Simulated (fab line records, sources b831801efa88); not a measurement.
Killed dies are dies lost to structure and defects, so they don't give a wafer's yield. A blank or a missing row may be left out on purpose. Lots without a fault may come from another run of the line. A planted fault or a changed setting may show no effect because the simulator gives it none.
fab line records | flow gf180mcu
record lots=5 wafers=15 last_day=32
route steps=602 shown CONTACT@291 M1@315
lots that met no fault: from a run of the same line without faults
start_h: hours from the record's first day to the start of the lot's first wafer shown | wait_h: hours since the lot's step before | " the same as in the row above | L1.1+2: a row that stands for several wafers | - no value, or no start given | * or withheld: withheld | < > ~ a bound
route shown NAME@n: a module of which the file shows steps, and the number in the route of the first | usual: mean/standard deviation of fault-free wafers | same: alike in all rows | chamber/n: place in a boat | sites: the reading at each site | _std_site: their standard deviation | _edge_site: outer sites' mean less inner sites' | radius_mm: how far each site lies from the wafer's centre | mask NAME#n: copy n | behind: the tool/chamber that last shaped the wafer | hold: why the lot was held/for how many hours/how that ended | device: the transistor (n, p or np) that didn't switch | end of line: the same wafers' tests at the end of the route | a step without rows: its recipe alone | killed: dies lost to structure and defects at the first sort, not the wafer's yield | map: a wafer's dies, x killed, . not, _ none there
set.NAME: the setting as run; set.NAME@STEP: as run at that earlier step | model.NAME: the simulator's own value behind a step, which no gauge read
lots at some steps of the route; a table a step, a row a wafer
services: from which hour (start_h, from the record's first day; less than 0 if before it) a tool's chamber was out of use, for how many hours, and why
## steps
# step GF_CONTACT_CMP_04
# recipe material=SiO2 down_force_psi=4 platen_rpm=60 pad_velocity_m_s=0.94248
# usual motor_current_A=12.6/0.74 time_to_endpoint_s=111/4.9
# columns lot.wafer tool chamber start_h wait_h motor_current_A time_to_endpoint_s
L076.1 cmp-02 1 354.02 0.1 13.7 110
L076.2 " 3 " " 12.6 108
L076.6 " 1 " " 13.4 110
L082.1 cmp-01 3 422.67 0.1 11.0 106
L082.5 " 1 " " 11.4 114
L082.6 " 2 " " 12.2 116
L083.1 cmp-02 1 430.95 0.1 13.1 109
L083.3 " 3 " " 12.5 107
L083.6 " 1 " " 12.7 120
L086.2 cmp-01 1 445.10 0.0 12.0 112
L086.4 " 3 " " 11.1 117
L086.1 " 0 " " 12.7 114
L090.4 cmp-01 1 478.64 0.0 11.4 115
L090.1 " 0 " " 13.5 107
L090.5 " 2 " " 12.0 109
# step GF_CONTACT_BOW_MEAS_05
# recipe mode=bow
# usual CONTACT_BOW=64/6.6
# columns lot.wafer tool chamber start_h wait_h CONTACT_BOW[um]
L076.1 film_metro-01 - 354.32 0.2 60
L076.2 " - " " 63
L076.6 " - " " 60
L082.1 film_metro-03 - 422.87 0.1 69
L082.5 " - " " 72
L082.6 " - " " 64
L083.1 film_metro-02 - 431.20 0.2 54
L083.3 " - " " 69
L083.6 " - " " 65
L086.1 film_metro-01 - 445.40 0.1 58
L086.2 " - " " 57
L086.4 " - " " 63
L090.1 film_metro-01 - 478.94 0.1 66
L090.4 " - " " 50
L090.5 " - " " 55
# step GF_CONTACT_DEHYDRATE_06
# recipe temp_c=200 time_s=60
# columns lot.wafer tool chamber start_h wait_h
L076.1+2+6 litho_track-01 0 364.66 10.3
L082.1+5+6 litho_track-02 0 434.47 11.6
L083.1+3+6 litho_track-02 0 443.07 11.9
L086.1+2+4 litho_track-04 0 457.00 11.6
L090.1+4+5 litho_track-04 0 490.40 11.4
# step GF_CONTACT_HMDS_07
# recipe prime_time_s=60 prime_temp_c=120
# usual prime_temp_c=119.97/0.14
# columns lot.wafer tool chamber start_h wait_h prime_temp_c
L076.1 litho_track-01 0 364.81 0.1 119.91
L076.2 " 0 " " 119.98
L076.6 " 0 " " 119.91
L082.1 litho_track-02 0 434.62 0.1 120.21
L082.5 " 0 " " 120.20
L082.6 " 0 " " 120.10
L083.1 litho_track-02 0 443.22 0.1 119.88
L083.3 " 0 " " 119.78
L083.6 " 0 " " 119.70
L086.1 litho_track-04 0 457.15 0.1 119.88
L086.2 " 0 " " 120.01
L086.4 " 0 " " 119.75
L090.1 litho_track-04 0 490.55 0.1 120.11
L090.4 " 0 " " 119.99
L090.5 " 0 " " 119.82
# step GF_CONTACT_COAT_08
# recipe resist=BARC temp_c=withheld time_s=withheld spin_rpm=withheld resist_thk_nm=withheld
# columns lot.wafer tool chamber start_h wait_h
L076.1+2+6 litho_track-01 0 364.96 0.1
L082.1+5+6 litho_track-02 0 434.77 0.1
L083.1+3+6 litho_track-02 0 443.37 0.1
L086.1+2+4 litho_track-04 0 457.30 0.1
L090.1+4+5 litho_track-04 0 490.70 0.1
# step GF_CONTACT_COAT_09
# recipe resist=KrF spin_rpm=withheld resist_thk_nm=1000
# columns lot.wafer tool chamber start_h wait_h
L076.1+2+6 litho_track-01 0 - -
L082.1+5+6 litho_track-02 0 - -
L083.1+3+6 litho_track-02 0 - -
L086.1+2+4 litho_track-04 0 - -
L090.1+4+5 litho_track-04 0 - -
# step GF_CONTACT_SOFTBAKE_10
# recipe temp_c=130 time_s=60 resist=KrF
# columns lot.wafer tool chamber start_h wait_h
L076.1+2+6 litho_track-01 0 - -
L082.1+5+6 litho_track-02 0 - -
L083.1+3+6 litho_track-02 0 - -
L086.1+2+4 litho_track-04 0 - -
L090.1+4+5 litho_track-04 0 - -
# step GF_CONTACT_EXPOSE_11
# recipe mask_id=Contact target_cd_nm=220 na=0.68 source_shape=conventional sigma_outer=0.6 dose_mj=38
# usual stage_vel_mm_s=499.98/0.24
# columns lot.wafer tool chamber start_h wait_h mask stage_vel_mm_s
L076.1 krf_scanner-01 0 - - Contact#0 499.60
L076.2 " 0 " " Contact#0 499.68
L076.6 " 0 " " Contact#0 499.64
L082.1 krf_scanner-02 0 - - Contact#0 499.85
L082.5 " 0 " " Contact#0 500.15
L082.6 " 0 " " Contact#0 500.33
L083.1 krf_scanner-01 0 - - Contact#0 499.78
L083.3 " 0 " " Contact#0 499.93
L083.6 " 0 " " Contact#0 499.74
L086.1 krf_scanner-02 0 - - Contact#0 500.09
L086.2 " 0 " " Contact#0 499.91
L086.4 " 0 " " Contact#0 499.90
L090.1 krf_scanner-02 0 - - Contact#0 499.81
L090.4 " 0 " " Contact#0 499.97
L090.5 " 0 " " Contact#0 499.90
# step GF_CONTACT_PEB_12
# recipe peb_temp_c=135 peb_time_s=90 resist=KrF
# columns lot.wafer tool chamber start_h wait_h
L076.1+2+6 litho_track-01 0 - -
L082.1+5+6 litho_track-01 0 - -
L083.1+3+6 litho_track-04 0 - -
L086.1+2+4 litho_track-02 0 - -
L090.1+4+5 litho_track-01 0 - -
# step GF_CONTACT_DEVELOP_13
# recipe develop_time_s=60 resist=KrF dev_temp_c=21
# usual developer_temp_C=21.01/0.097
# columns lot.wafer tool chamber start_h wait_h developer_temp_C
L076.1 litho_track-01 0 376.06 0.2 20.97
L076.2 " 0 " " 20.91
L076.6 " 0 " " 21.01
L082.1 litho_track-01 0 447.20 0.2 20.97
L082.5 " 0 " " 21.24
L082.6 " 0 " " 21.07
L083.1 litho_track-04 0 455.90 0.2 20.96
L083.3 " 0 " " 21.04
L083.6 " 0 " " 21.09
L086.1 litho_track-02 0 469.42 0.2 21.03
L086.2 " 0 " " 20.99
L086.4 " 0 " " 20.94
L090.1 litho_track-01 0 502.70 0.2 20.86
L090.4 " 0 " " 20.91
L090.5 " 0 " " 20.86
# step GF_CONTACT_CD_MEAS_14
# recipe target_cd_nm=220
# usual cd_nm=219.6/1.5
# columns lot.wafer tool chamber start_h wait_h cd_nm
L076.1 cd_sem-02 - 376.21 0.1 220.1
L076.2 " - " " 220.4
L076.6 " - " " 220.3
L082.1 cd_sem-01 - 447.35 0.1 219.1
L082.5 " - " " 218.9
L082.6 " - " " 220.0
L083.1 cd_sem-02 - 456.05 0.1 218.3
L083.3 " - " " 217.7
L083.6 " - " " 216.7
L086.1 cd_sem-02 - 469.57 0.1 218.6
L086.2 " - " " 219.0
L086.4 " - " " 218.5
L090.1 cd_sem-02 - 502.85 0.1 219.3
L090.4 " - " " 220.5
L090.5 " - " " 220.2
# step GF_CONTACT_OVL_MEAS_15
# usual CONTACT_OVL=-2/5.4
# columns lot.wafer tool chamber start_h wait_h CONTACT_OVL[nm]
L076.1 overlay-02 - 376.33 0.1 9
L076.2 " - " " 3
L076.6 " - " " -1
L082.1 overlay-02 - 447.47 0.1 0
L082.5 " - " " -2
L082.6 " - " " 4
L083.1 overlay-02 - 456.17 0.1 -10
L083.3 " - " " -6
L083.6 " - " " -10
L086.1 overlay-01 - 469.69 0.1 4
L086.2 " - " " 10
L086.4 " - " " 7
L090.1 overlay-01 - 503.00 0.1 -10
L090.4 " - " " 0
L090.5 " - " " -10
# step GF_CONTACT_ETCH_16
# recipe chemistry=N2/H2 target_depth_a=withheld overetch_a=withheld time_s=withheld target=BARC ion_energy_ev=200 source_w=500 bias_w=100 pressure_mtorr=30 n2_flow_sccm=100 h2_flow_sccm=200
# usual chamber_pressure_mTorr=30.001/0.027 drypump_motor_current_A=5.9/0.48 h2_flow_sccm=200.0/0.56 n2_flow_sccm=100.03/0.28 oes_product_au=0.854/0.0051 throttle_valve_pct=13.226/0.0088
# columns lot.wafer tool chamber start_h wait_h chamber_pressure_mTorr drypump_motor_current_A h2_flow_sccm n2_flow_sccm oes_product_au throttle_valve_pct
L076.1 rie_diel-03 1 376.36 0.0 30.023 6.7 201.0 100.04 0.859 13.217
L076.2 " 3 " " 29.945 6.1 199.4 100.23 0.853 13.231
L076.6 " 3 " " 30.008 6.1 199.2 100.03 0.864 13.222
L082.1 rie_diel-04 0 447.51 0.0 29.974 6.2 199.2 99.93 0.860 13.226
L082.5 " 1 " " 29.945 5.9 199.4 99.86 0.857 13.235
L082.6 " 0 " " 30.010 6.3 199.7 99.84 0.860 13.221
L083.1 rie_diel-03 3 456.21 0.0 29.978 6.1 199.3 100.23 0.853 13.207
L083.3 " 0 " " 29.980 5.4 198.8 99.64 0.851 13.223
L083.6 " 0 " " 30.012 5.4 199.6 100.01 0.854 13.226
L086.1 rie_diel-01 0 469.72 0.0 29.974 6.3 200.0 99.87 0.857 13.219
L086.2 " 2 " " 29.987 6.2 199.9 100.17 0.854 13.225
L086.4 " 0 " " 30.024 6.4 200.3 100.22 0.850 13.232
L090.1 rie_diel-04 0 503.04 0.0 29.987 6.2 199.5 100.10 0.845 13.215
L090.4 " 2 " " 30.003 5.7 199.3 99.83 0.852 13.233
L090.5 " 3 " " 30.032 5.2 200.3 100.18 0.846 13.221
# step GF_CONTACT_ETCH_17
# recipe chemistry=C4F8/O2/Ar mask_material=KrF target=SiO2 stop_on=CoSi2 source_w=1500 bias_w=1200 pressure_mtorr=40 c4f8_flow_sccm=withheld O2_flow_sccm=6 Ar_flow_sccm=300 time_s=withheld target_depth_a=8600
# usual chamber_pressure_mTorr=40.00/0.038 oes_product_au=0.815/0.0049
# columns lot.wafer tool chamber start_h wait_h chamber_pressure_mTorr oes_product_au
L076.1 rie_diel-03 1 - - 39.98 0.808
L076.2 " 3 " " 40.03 0.809
L076.6 " 3 " " 39.97 0.821
L082.1 rie_diel-04 0 - - 40.04 0.803
L082.5 " 1 " " 39.98 0.810
L082.6 " 0 " " 40.02 0.811
L083.1 rie_diel-03 3 - - 39.96 0.813
L083.3 " 0 " " 40.07 0.813
L083.6 " 0 " " 40.08 0.813
L086.1 rie_diel-01 0 - - 39.99 0.814
L086.2 " 2 " " 40.04 0.812
L086.4 " 0 " " 40.01 0.811
L090.1 rie_diel-04 0 - - 39.99 0.811
L090.4 " 2 " " 39.95 0.823
L090.5 " 3 " " 39.96 0.819
# step GF_CONTACT_STRIP_18
# recipe chemistry=O2/N2 power_w=1400 pressure_mtorr=1500 platen_temp_c=250 o2_flow_sccm=3000 n2_flow_sccm=300 overash_fraction=0.5
# usual chamber_pressure_mTorr=1500.0/1.5 drypump_motor_current_A=5.7/0.45 heater_power_w=329/36 n2_flow_sccm=299.9/0.84 oes_product_au=0.581/0.0049
# columns lot.wafer tool chamber start_h wait_h chamber_pressure_mTorr drypump_motor_current_A heater_power_w n2_flow_sccm oes_product_au rf_hours_counter_h
L076.1 plasma_asher-04 1 376.52 - 1499.2 6.4 288 300.8 0.574 27
L076.2 " 0 " " 1501.5 5.3 314 299.6 0.585 27
L076.6 " 0 " " 1499.9 5.3 320 300.6 0.589 -
L082.1 plasma_asher-01 0 447.67 - 1498.2 5.6 294 299.6 0.592 68
L082.5 " 1 " " 1499.7 5.1 393 299.6 0.585 -
L082.6 " 0 " " 1498.5 5.6 300 300.1 0.578 -
L083.1 plasma_asher-04 1 456.37 - 1499.5 6.4 295 301.2 0.586 36
L083.3 " 1 " " 1498.6 6.4 285 301.7 0.576 -
L083.6 " 0 " " 1496.9 5.3 309 299.7 0.578 -
L086.1 plasma_asher-01 1 469.89 - 1499.0 5.1 385 300.7 0.586 70
L086.2 " 0 " " 1496.9 5.6 305 299.4 0.576 70
L086.4 " 1 " " 1502.2 5.1 389 300.1 0.579 -
L090.1 plasma_asher-01 1 503.20 - 1501.0 5.1 393 299.4 0.582 74
L090.4 " 1 " " 1499.3 5.1 391 299.6 0.577 -
L090.5 " 1 " " 1502.3 5.1 381 301.3 0.580 -
# step GF_CONTACT_CLEAN_19
# recipe chemistry=SPM
# columns lot.wafer tool chamber start_h wait_h
L076.1+2+6 wet_bench-02 3 376.62 0.1
L082.1+5+6 wet_bench-04 1 447.77 0.1
L083.1+3+6 wet_bench-03 2 456.47 0.1
L086.1+2+4 wet_bench-02 3 469.99 0.1
L090.1+4+5 wet_bench-02 3 503.30 0.1
# step GF_CONTACT_CLEAN_20
# recipe chemistry=DIW
# columns lot.wafer tool chamber start_h wait_h
L076.1+2+6 wet_bench-03 2 376.72 0.0
L082.1+5+6 wet_bench-02 1 447.87 0.0
L083.1+3+6 wet_bench-04 3 456.57 0.0
L086.1+2+4 wet_bench-03 3 470.08 0.0
L090.1+4+5 wet_bench-03 1 503.39 0.0
# step GF_CONTACT_CLEAN_21
# recipe chemistry=dHF time_s=20 dilution=100:1 dry=ipa_marangoni
# columns lot.wafer tool chamber start_h wait_h
L076.1+2+6 wet_bench-04 1 376.82 0.0
L082.1+5+6 wet_bench-03 3 447.96 0.0
L083.1+3+6 wet_bench-02 2 456.66 0.0
L086.1+2+4 wet_bench-02 0 470.17 0.0
L090.1+4+5 wet_bench-04 0 503.48 0.0
# step GF_CONTACT_SPUTTER_22
# recipe material=Ti target_thk_nm=15 chamber_pressure_pa=5 power_w=2500 substrate_temp_c=200 time_s=80.02
# usual throttle_valve_pct=30.1/0.95
# columns lot.wafer tool chamber start_h wait_h throttle_valve_pct
L076.1 pvd_sputter-03 - 376.83 0.0 29.0
L076.2 " - " " 30.0
L076.6 " - " " 28.8
L082.1 pvd_sputter-04 - 447.97 0.0 30.2
L082.5 " - " " 30.0
L082.6 " - " " 30.7
L083.1 pvd_sputter-02 - 456.67 0.0 30.4
L083.3 " - " " 28.3
L083.6 " - " " 27.8
L086.1 pvd_sputter-03 - 470.18 0.0 29.0
L086.2 " - " " 30.0
L086.4 " - " " 30.1
L090.1 pvd_sputter-03 - 503.50 0.0 29.4
L090.4 " - " " 30.4
L090.5 " - " " 29.0
# step GF_CONTACT_SPUTTER_23
# recipe material=TiN target_thk_nm=10 chamber_pressure_pa=5 power_w=4000 time_s=40
# usual throttle_valve_pct=30.1/0.95
# columns lot.wafer tool chamber start_h wait_h throttle_valve_pct
L076.1 pvd_sputter-03 - 376.89 0.0 29.0
L076.2 " - " " 29.9
L076.6 " - " " 29.1
L082.1 pvd_sputter-04 - 448.03 0.0 30.0
L082.5 " - " " 29.9
L082.6 " - " " 30.7
L083.1 pvd_sputter-02 - 456.73 0.0 30.5
L083.3 " - " " 28.0
L083.6 " - " " 28.0
L086.1 pvd_sputter-03 - 470.25 0.0 29.2
L086.2 " - " " 30.0
L086.4 " - " " 30.0
L090.1 pvd_sputter-03 - 503.56 0.0 29.1
L090.4 " - " " 30.6
L090.5 " - " " 28.9
# step GF_CONTACT_CVD_24
# recipe material=W target_thk_nm=300 time_s=90.339 temp_c=400 pressure_torr=39.46
# usual heater_power_w=944/130
# columns lot.wafer tool chamber start_h wait_h heater_power_w
L076.1 cvd_w-02 1 376.93 0.0 729
L076.2 " 0 " " 998
L076.6 " 1 " " 716
L082.1 cvd_w-02 0 448.07 0.0 955
L082.5 " 0 " " 937
L082.6 " 1 " " 726
L083.1 cvd_w-02 0 456.77 0.0 964
L083.3 " 1 " " 686
L083.6 " 1 " " 676
L086.1 cvd_w-01 0 470.28 0.0 1104
L086.2 " 1 " " 970
L086.4 " 0 " " 1090
L090.1 cvd_w-01 1 503.60 0.0 959
L090.4 " 0 " " 1068
L090.5 " 1 " " 1000
# step GF_CONTACT_RS_MEAS_25
# recipe thk_meas_gauge=four-point-probe reads=W_of_CONTACT_CVD_24+TiN_of_CONTACT_SPUTTER_23+Ti_of_CONTACT_SPUTTER_22
# usual CONTACT_W_RS=0.387/0.0043
# columns lot.wafer tool chamber start_h wait_h CONTACT_W_RS[ohm/sq]
L076.1 film_metro-02 - 377.03 0.1 0.384
L076.2 " - " " 0.385
L076.6 " - " " 0.388
L082.1 film_metro-01 - 448.17 0.1 0.393
L082.5 " - " " 0.393
L082.6 " - " " 0.390
L083.1 film_metro-03 - 456.87 0.1 0.386
L083.3 " - " " 0.388
L083.6 " - " " 0.391
L086.1 film_metro-02 - 470.39 0.1 0.386
L086.2 " - " " 0.390
L086.4 " - " " 0.389
L090.1 film_metro-03 - 503.70 0.1 0.390
L090.4 " - " " 0.386
L090.5 " - " " 0.390
# step GF_CONTACT_THK_MEAS_26
# recipe thk_meas_gauge=xrf reads=W_of_CONTACT_CVD_24
# usual CONTACT_W_THK=295/3.7
# columns lot.wafer tool chamber start_h wait_h CONTACT_W_THK[nm]
L076.1 film_metro-02 - 377.15 0.1 295
L076.2 " - " " 294
L076.6 " - " " 292
L082.1 film_metro-01 - 448.29 0.1 289
L082.5 " - " " 289
L082.6 " - " " 292
L083.1 film_metro-03 - 456.99 0.1 294
L083.3 " - " " 293
L083.6 " - " " 290
L086.1 film_metro-02 - 470.51 0.1 296
L086.2 " - " " 293
L086.4 " - " " 293
L090.1 film_metro-03 - 503.82 0.1 294
L090.4 " - " " 298
L090.5 " - " " 293
# step GF_CONTACT_CMP_27
# recipe stop_on=SiO2 down_force_psi=3.5 platen_rpm=60 t_overpolish_s=15 target_thk_nm=0 pad_velocity_m_s=0.94248
# usual motor_current_A=11.6/0.76 overpolish_run_s=15.001/0.0098 time_to_endpoint_s=72/3.3
# columns lot.wafer tool chamber start_h wait_h motor_current_A overpolish_run_s time_to_endpoint_s
L076.1 cmp-02 0 377.26 0.1 10.3 15.002 73
L076.2 " 1 " " 12.5 15.001 76
L076.6 " 0 " " 11.7 15.010 74
L082.1 cmp-01 3 448.40 0.1 10.6 15.009 69
L082.5 " 2 " " 11.3 15.003 69
L082.6 " 3 " " 10.2 14.989 68
L083.1 cmp-01 3 457.05 0.1 10.0 15.010 71
L083.3 " 0 " " 11.7 15.017 71
L083.6 " 3 " " 10.1 15.005 70
L086.1 cmp-02 1 470.62 0.1 12.6 15.007 71
L086.4 " 2 " " 11.8 15.010 71
L086.2 " 3 " " 11.0 14.999 69
L090.1 cmp-01 3 503.93 0.1 10.6 15.004 70
L090.4 " 1 " " 11.2 15.012 69
L090.5 " 2 " " 11.5 15.005 69
# step GF_M1_SPUTTER_00
# recipe material=Ti target_thk_nm=37.5 arriving_ion_energy_ev=80 substrate_temp_c=200 chamber_pressure_pa=2 power_w=4000 time_s=150
# usual throttle_valve_pct=30.0/0.97
# columns lot.wafer tool chamber start_h wait_h throttle_valve_pct
L076.1 pvd_sputter-02 - 377.51 0.2 30.2
L076.2 " - " " 30.2
L076.6 " - " " 28.4
L082.1 pvd_sputter-01 - 448.65 0.2 31.7
L082.5 " - " " 29.3
L082.6 " - " " 29.6
L083.1 pvd_sputter-01 - 457.35 0.2 30.2
L083.3 " - " " 29.2
L083.6 " - " " 32.1
L086.1 pvd_sputter-02 - 470.87 0.2 30.2
L086.2 " - " " 30.4
L086.4 " - " " 27.9
L090.1 pvd_sputter-01 - 504.18 0.2 31.7
L090.4 " - " " 29.5
L090.5 " - " " 29.5
# step GF_M1_SPUTTER_01
# recipe material=TiN target_thk_nm=30 power_w=6500 time_s=25 chamber_pressure_pa=0.4
# usual throttle_valve_pct=30.1/0.97
# columns lot.wafer tool chamber start_h wait_h throttle_valve_pct
L076.1 pvd_sputter-02 - 377.61 0.1 30.6
L076.2 " - " " 30.2
L076.6 " - " " 28.1
L082.1 pvd_sputter-01 - 448.75 0.1 32.1
L082.5 " - " " 29.3
L082.6 " - " " 29.4
L083.1 pvd_sputter-01 - 457.45 0.1 30.5
L083.3 " - " " 28.9
L083.6 " - " " 31.8
L086.1 pvd_sputter-02 - 470.97 0.1 30.4
L086.2 " - " " 30.5
L086.4 " - " " 28.2
L090.1 pvd_sputter-01 - 504.28 0.1 31.9
L090.4 " - " " 29.3
L090.5 " - " " 29.4
# step GF_M1_SPUTTER_02
# recipe material=AlCu target_thk_nm=450 power_w=10600 time_s=23.9 chamber_pressure_pa=0.4
# usual throttle_valve_pct=30.0/0.96
# columns lot.wafer tool chamber start_h wait_h throttle_valve_pct
L076.1 pvd_sputter-02 - 377.64 0.0 30.4
L076.2 " - " " 30.5
L076.6 " - " " 28.4
L082.1 pvd_sputter-01 - 448.78 0.0 31.8
L082.5 " - " " 29.1
L082.6 " - " " 29.6
L083.1 pvd_sputter-01 - 457.48 0.0 30.1
L083.3 " - " " 29.0
L083.6 " - " " 31.9
L086.1 pvd_sputter-02 - 471.00 0.0 30.4
L086.2 " - " " 30.3
L086.4 " - " " 28.1
L090.1 pvd_sputter-01 - 504.31 0.0 32.0
L090.4 " - " " 29.5
L090.5 " - " " 29.6
# step GF_M1_SPUTTER_03
# recipe material=Ti target_thk_nm=10 substrate_temp_c=300 chamber_pressure_pa=0.3 power_w=3000 time_s=6.7
# usual throttle_valve_pct=30.1/0.99
# columns lot.wafer tool chamber start_h wait_h throttle_valve_pct
L076.1 pvd_sputter-02 - 377.67 0.0 30.5
L076.2 " - " " 30.4
L076.6 " - " " 28.2
L082.1 pvd_sputter-01 - 448.81 0.0 31.9
L082.5 " - " " 29.5
L082.6 " - " " 29.1
L083.1 pvd_sputter-01 - 457.51 0.0 30.3
L083.3 " - " " 29.5
L083.6 " - " " 32.0
L086.1 pvd_sputter-02 - 471.03 0.0 30.8
L086.2 " - " " 30.5
L086.4 " - " " 28.3
L090.1 pvd_sputter-01 - 504.34 0.0 31.9
L090.4 " - " " 29.3
L090.5 " - " " 29.3
# step GF_M1_SPUTTER_04
# recipe material=TiN target_thk_nm=50 power_w=6500 time_s=41.7 chamber_pressure_pa=0.4
# usual throttle_valve_pct=30.1/0.99
# columns lot.wafer tool chamber start_h wait_h throttle_valve_pct
L076.1 pvd_sputter-02 - 377.69 0.0 30.3
L076.2 " - " " 30.1
L076.6 " - " " 28.2
L082.1 pvd_sputter-01 - 448.83 0.0 32.1
L082.5 " - " " 29.3
L082.6 " - " " 29.6
L083.1 pvd_sputter-01 - 457.53 0.0 30.1
L083.3 " - " " 29.4
L083.6 " - " " 31.8
L086.1 pvd_sputter-02 - 471.05 0.0 30.7
L086.2 " - " " 30.4
L086.4 " - " " 28.1
L090.1 pvd_sputter-01 - 504.36 0.0 32.1
L090.4 " - " " 29.0
L090.5 " - " " 29.3
# step GF_M1_RS_MEAS_05
# recipe thk_meas_gauge=four-point-probe reads=TiN_of_M1_SPUTTER_04+Ti_of_M1_SPUTTER_03+AlCu_of_M1_SPUTTER_02+TiN_of_M1_SPUTTER_01+Ti_of_M1_SPUTTER_00
# usual M1_ALCU_RS=0.0698/0.00061
# columns lot.wafer tool chamber start_h wait_h M1_ALCU_RS[ohm/sq]
L076.1 film_metro-04 - 377.73 0.0 0.0706
L076.2 " - " " 0.0703
L076.6 " - " " 0.0711
L082.1 film_metro-02 - 448.87 0.0 0.0696
L082.5 " - " " 0.0698
L082.6 " - " " 0.0687
L083.1 film_metro-03 - 457.57 0.0 0.0698
L083.3 " - " " 0.0700
L083.6 " - " " 0.0694
L086.1 film_metro-02 - 471.09 0.0 0.0693
L086.2 " - " " 0.0698
L086.4 " - " " 0.0694
L090.1 film_metro-04 - 504.40 0.0 0.0699
L090.4 " - " " 0.0701
L090.5 " - " " 0.0703
# step GF_M1_THK_MEAS_06
# recipe thk_meas_gauge=xrf reads=AlCu_of_M1_SPUTTER_02
# usual M1_ALCU_THK=455/4.4
# columns lot.wafer tool chamber start_h wait_h M1_ALCU_THK[nm]
L076.1 film_metro-04 - 377.85 0.1 451
L076.2 " - " " 451
L076.6 " - " " 447
L082.1 film_metro-02 - 448.99 0.1 458
L082.5 " - " " 453
L082.6 " - " " 459
L083.1 film_metro-03 - 457.69 0.1 457
L083.3 " - " " 453
L083.6 " - " " 461
L086.1 film_metro-02 - 471.21 0.1 459
L086.2 " - " " 454
L086.4 " - " " 460
L090.1 film_metro-04 - 504.52 0.1 450
L090.4 " - " " 453
L090.5 " - " " 452
# step GF_M1_DEHYDRATE_07
# recipe temp_c=200 time_s=60
# columns lot.wafer tool chamber start_h wait_h
L076.1+2+6 litho_track-03 0 389.02 11.2
L082.1+5+6 litho_track-03 0 460.86 11.9
L083.1+3+6 litho_track-01 0 469.20 11.5
L086.1+2+4 litho_track-04 0 482.75 11.5
L090.1+4+5 litho_track-04 0 515.85 11.3
# step GF_M1_HMDS_08
# recipe prime_time_s=60 prime_temp_c=120
# usual prime_temp_c=120.01/0.12
# columns lot.wafer tool chamber start_h wait_h prime_temp_c
L076.1 litho_track-03 0 389.17 0.1 119.89
L076.2 " 0 " " 119.89
L076.6 " 0 " " 120.00
L082.1 litho_track-03 0 461.01 0.1 119.96
L082.5 " 0 " " 119.77
L082.6 " 0 " " 119.84
L083.1 litho_track-01 0 469.35 0.1 120.10
L083.3 " 0 " " 120.10
L083.6 " 0 " " 119.88
L086.1 litho_track-04 0 482.90 0.1 119.91
L086.2 " 0 " " 119.90
L086.4 " 0 " " 119.89
L090.1 litho_track-04 0 516.00 0.1 120.17
L090.4 " 0 " " 120.16
L090.5 " 0 " " 120.11
# step GF_M1_COAT_09
# recipe resist=KrF spin_rpm=withheld resist_thk_nm=1000
# columns lot.wafer tool chamber start_h wait_h
L076.1+2+6 litho_track-03 0 389.32 0.1
L082.1+5+6 litho_track-03 0 461.16 0.1
L083.1+3+6 litho_track-01 0 469.50 0.1
L086.1+2+4 litho_track-04 0 483.05 0.1
L090.1+4+5 litho_track-04 0 516.15 0.1
# step GF_M1_SOFTBAKE_10
# recipe temp_c=130 time_s=60 resist=KrF
# columns lot.wafer tool chamber start_h wait_h
L076.1+2+6 litho_track-03 0 389.47 0.1
L082.1+5+6 litho_track-03 0 461.31 0.1
L083.1+3+6 litho_track-01 0 469.65 0.1
L086.1+2+4 litho_track-04 0 483.20 0.1
L090.1+4+5 litho_track-04 0 516.30 0.1
# step GF_M1_EXPOSE_11
# recipe mask_id=Metal1 target_cd_nm=230 na=0.68 source_shape=conventional sigma_outer=0.6 dose_mj=28
# usual stage_vel_mm_s=499.96/0.26
# columns lot.wafer tool chamber start_h wait_h mask stage_vel_mm_s
L076.1 krf_scanner-01 0 - - Metal1#0 499.85
L076.2 " 0 " " Metal1#0 500.08
L076.6 " 0 " " Metal1#0 500.17
L082.1 krf_scanner-01 0 - - Metal1#0 500.01
L082.5 " 0 " " Metal1#0 499.75
L082.6 " 0 " " Metal1#0 499.95
L083.1 krf_scanner-02 0 - - Metal1#0 499.65
L083.3 " 0 " " Metal1#0 499.55
L083.6 " 0 " " Metal1#0 499.58
L086.1 krf_scanner-02 0 - - Metal1#0 500.32
L086.2 " 0 " " Metal1#0 500.04
L086.4 " 0 " " Metal1#0 500.27
L090.1 krf_scanner-02 0 - - Metal1#0 499.90
L090.4 " 0 " " Metal1#0 499.51
L090.5 " 0 " " Metal1#0 500.10
# step GF_M1_PEB_12
# recipe peb_temp_c=135 peb_time_s=90 resist=KrF
# columns lot.wafer tool chamber start_h wait_h
L076.1+2+6 litho_track-03 0 - -
L082.1+5+6 litho_track-01 0 - -
L083.1+3+6 litho_track-04 0 - -
L086.1+2+4 litho_track-04 0 - -
L090.1+4+5 litho_track-03 0 - -
# step GF_M1_DEVELOP_13
# recipe develop_time_s=60 dev_temp_c=21
# usual developer_temp_C=21.02/0.11
# columns lot.wafer tool chamber start_h wait_h developer_temp_C
L076.1 litho_track-03 0 400.12 0.2 20.99
L076.2 " 0 " " 20.89
L076.6 " 0 " " 21.03
L082.1 litho_track-01 0 473.25 0.2 20.89
L082.5 " 0 " " 21.19
L082.6 " 0 " " 21.01
L083.1 litho_track-04 0 481.10 0.2 20.92
L083.3 " 0 " " 21.02
L083.6 " 0 " " 21.10
L086.1 litho_track-04 0 494.85 0.2 21.00
L086.2 " 0 " " 21.11
L086.4 " 0 " " 21.16
L090.1 litho_track-03 0 527.61 0.2 21.02
L090.4 " 0 " " 20.79
L090.5 " 0 " " 20.83
## services
# columns tool chamber start_h hours kind
krf_scanner-02 - 337.74 3.0 pm
rie_diel-04 0 341.37 4.1 repair
krf_scanner-02 - 342.80 1.3 repair
krf_scanner-01 - 349.66 0.3 repair
krf_scanner-01 - 352.22 1.3 pm
cmp-01 - 356.07 2.2 repair
krf_scanner-02 - 366.45 0.3 repair
krf_scanner-02 - 371.01 0.8 pm
krf_scanner-01 - 372.55 1.0 pm
rie_diel-03 0 375.78 9.7 repair
cmp-01 - 392.49 1.1 repair
pvd_sputter-03 - 414.32 0.8 repair
cmp-01 - 425.07 4.0 pm
krf_scanner-02 - 428.48 1.0 pm
pvd_sputter-03 - 457.82 5.1 repair
krf_scanner-02 - 459.96 0.4 repair
cmp-01 - 469.10 4.6 pm
cmp-01 - 474.09 1.1 repair
krf_scanner-02 - 475.46 1.3 pm
krf_scanner-02 - 486.65 3.0 pm
pvd_sputter-02 - 495.76 2.2 repair
krf_scanner-02 - 510.54 4.4 pm
wet_bench-03 - 510.92 4.5 repair
pvd_sputter-02 - 527.34 9.0 repair
## key
fault none
